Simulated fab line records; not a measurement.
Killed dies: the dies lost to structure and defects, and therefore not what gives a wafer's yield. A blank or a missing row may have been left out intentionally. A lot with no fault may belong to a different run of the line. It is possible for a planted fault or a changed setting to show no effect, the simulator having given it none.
Which of the tools did it? :: flow gf180mcu :: Sampling: 11 lots, 33 wafers, 5 of 602 route steps

== WHAT THE GAUGES SHOWED, per wafer ==
GF_PSD_RS_MEAS_15: measurement is done with a four-point probe.
lot: L462
measured: day 14 11:21
on: filmMetro-02
PSD_RS (ohm/sq): 108.5 108.4 108.4

lot: L464
measured: day 14 19:25
on: filmMetro-01
PSD_RS (ohm/sq): 108.4 108.6 108.8

lot: L467
measured: day 15 21:25
on: filmMetro-02
PSD_RS (ohm/sq): 108.1 108.3 108.0

lot: L468
measured: day 16 14:18
on: filmMetro-04
PSD_RS (ohm/sq): 108.8 108.9 108.4

lot: L470
measured: day 17 06:56
on: filmMetro-01
PSD_RS (ohm/sq): 108.9 108.6 108.6

lot: L472
measured: day 18 05:33
on: filmMetro-01
PSD_RS (ohm/sq): 108.2 108.6 108.5

lot: L475
measured: day 18 19:15
on: filmMetro-04
PSD_RS (ohm/sq): 112.9 113.2 113.0

lot: L477
measured: day 20 00:08
on: filmMetro-02
PSD_RS (ohm/sq): 112.3 112.4 112.6

lot: L480
measured: day 20 15:44
on: filmMetro-04
PSD_RS (ohm/sq): 108.9 108.7 108.5

lot: L484
measured: day 22 03:14
on: filmMetro-02
PSD_RS (ohm/sq): 108.3 108.1 108.4

lot: L485
measured: day 22 04:17
on: filmMetro-02
PSD_RS (ohm/sq): 108.7 108.5 108.9

== EACH LOT AND THE TOOL THAT RAN IT (in order: tool; ch and the chambers of the sampled wafers; start) ==
lot: L462
GF_DUAL_GATE_STRIP_13: plasmaAsher-01 ch 0,1, day 8 07:50
GF_POLY_GATE_ETCH_12: rieDiel-02 ch 0,1, day 9 08:44
GF_PSD_IMPLANT_09: implanter-02 ch 0, day 14 10:47
GF_PSD_STRIP_10: plasmaAsher-02 ch 0,1, day 14 10:56

lot: L464
GF_DUAL_GATE_STRIP_13: plasmaAsher-01 ch 0,1, day 8 19:59
GF_POLY_GATE_ETCH_12: rieDiel-04 ch 0,1,2, day 9 16:40
GF_PSD_IMPLANT_09: implanter-02 ch 0, day 14 18:46
GF_PSD_STRIP_10: plasmaAsher-03 ch 0,1, day 14 18:55

lot: L467
GF_DUAL_GATE_STRIP_13: plasmaAsher-01 ch 0,1, day 9 16:29
GF_POLY_GATE_ETCH_12: rieDiel-04 ch 0,1,3, day 10 13:54
GF_PSD_IMPLANT_09: implanter-01 ch 0, day 15 20:52
GF_PSD_STRIP_10: plasmaAsher-02 ch 0,1, day 15 20:58

lot: L468
GF_DUAL_GATE_STRIP_13: plasmaAsher-01 ch 0,1, day 10 06:34
GF_POLY_GATE_ETCH_12: rieDiel-02 ch 0,1,2, day 11 04:14
GF_PSD_IMPLANT_09: implanter-01 ch 0, day 16 13:40
GF_PSD_STRIP_10: plasmaAsher-02 ch 0,1, day 16 13:46

lot: L470
GF_DUAL_GATE_STRIP_13: plasmaAsher-02 ch 0,1, day 10 21:40
GF_POLY_GATE_ETCH_12: rieDiel-02 ch 2,3, day 11 20:47
GF_PSD_IMPLANT_09: implanter-01 ch 0, day 17 06:23
GF_PSD_STRIP_10: plasmaAsher-02 ch 0,1, day 17 06:31

lot: L472
GF_DUAL_GATE_STRIP_13: plasmaAsher-01 ch 0,1, day 11 14:49
GF_POLY_GATE_ETCH_12: rieDiel-02 ch 0,1, day 12 14:04
GF_PSD_IMPLANT_09: implanter-03 ch 0, day 18 04:59
GF_PSD_STRIP_10: plasmaAsher-01 ch 0,1, day 18 05:08

lot: L475
GF_DUAL_GATE_STRIP_13: plasmaAsher-01 ch 1, day 12 02:59
GF_POLY_GATE_ETCH_12: rieDiel-02 ch 1,2, day 13 01:19
GF_PSD_IMPLANT_09: implanter-03 ch 0, day 18 18:41
GF_PSD_STRIP_10: plasmaAsher-01 ch 0,1, day 18 18:49

lot: L477
GF_DUAL_GATE_STRIP_13: plasmaAsher-03 ch 0,1, day 13 01:02
GF_POLY_GATE_ETCH_12: rieDiel-04 ch 0,2, day 13 23:55
GF_PSD_IMPLANT_09: implanter-03 ch 0, day 19 23:32
GF_PSD_STRIP_10: plasmaAsher-03 ch 0,1, day 19 23:40

lot: L480
GF_DUAL_GATE_STRIP_13: plasmaAsher-01 ch 0,1, day 13 14:19
GF_POLY_GATE_ETCH_12: rieDiel-04 ch 2,3, day 14 14:49
GF_PSD_IMPLANT_09: implanter-01 ch 0, day 20 15:11
GF_PSD_STRIP_10: plasmaAsher-02 ch 0,1, day 20 15:19

lot: L484
GF_DUAL_GATE_STRIP_13: plasmaAsher-03 ch 0,1, day 14 20:23
GF_POLY_GATE_ETCH_12: rieDiel-04 ch 0,1, day 15 22:53
GF_PSD_IMPLANT_09: implanter-01 ch 0, day 22 02:41
GF_PSD_STRIP_10: plasmaAsher-01 ch 0,1, day 22 02:49

lot: L485
GF_DUAL_GATE_STRIP_13: plasmaAsher-03 ch 0,1, day 14 21:35
GF_POLY_GATE_ETCH_12: rieDiel-01 ch 1,2,3, day 15 23:53
GF_PSD_IMPLANT_09: implanter-03 ch 0, day 22 03:38
GF_PSD_STRIP_10: plasmaAsher-03 ch 0,1, day 22 03:47
- GF_DUAL_GATE_STRIP_13: strips in O2/N2.
- GF_POLY_GATE_ETCH_12: etches BARC in N2/H2.
- GF_PSD_IMPLANT_09
- GF_PSD_STRIP_10: strips in O2/N2.

== THE ANSWER, worked out from the rows above alone ==
Rule: the lots themselves supply what counts as usual. The widest of any qualifying gaps counts: lots, ordered by their means at a reading, are off when they make up no more than a third of the lots, leave a main group of 4 or more, and stand apart from it by 3 or more times the standard deviation of that group's means. The tables above print the reading to a certain number of digits; a main group whose means all agree to those digits is not used. Also off: a lot with no number at a reading for which 4 or more lots have one. The other lots that the step has rows for count as sound.
Off: L475, L477, at GF_PSD_RS_MEAS_15 (PSD_RS). The main group has a mean of 108.5 ohm/sq with a standard deviation of 0.2.
If a tool, at a process step before that reading, ran all the lots that are off and no sound lot after the first of them, it fits. The gauges at GF_PSD_RS_MEAS_15 are tried like those tools. No candidate that was tried fits.

== WHAT THE SIMULATOR HAD INSERTED ==
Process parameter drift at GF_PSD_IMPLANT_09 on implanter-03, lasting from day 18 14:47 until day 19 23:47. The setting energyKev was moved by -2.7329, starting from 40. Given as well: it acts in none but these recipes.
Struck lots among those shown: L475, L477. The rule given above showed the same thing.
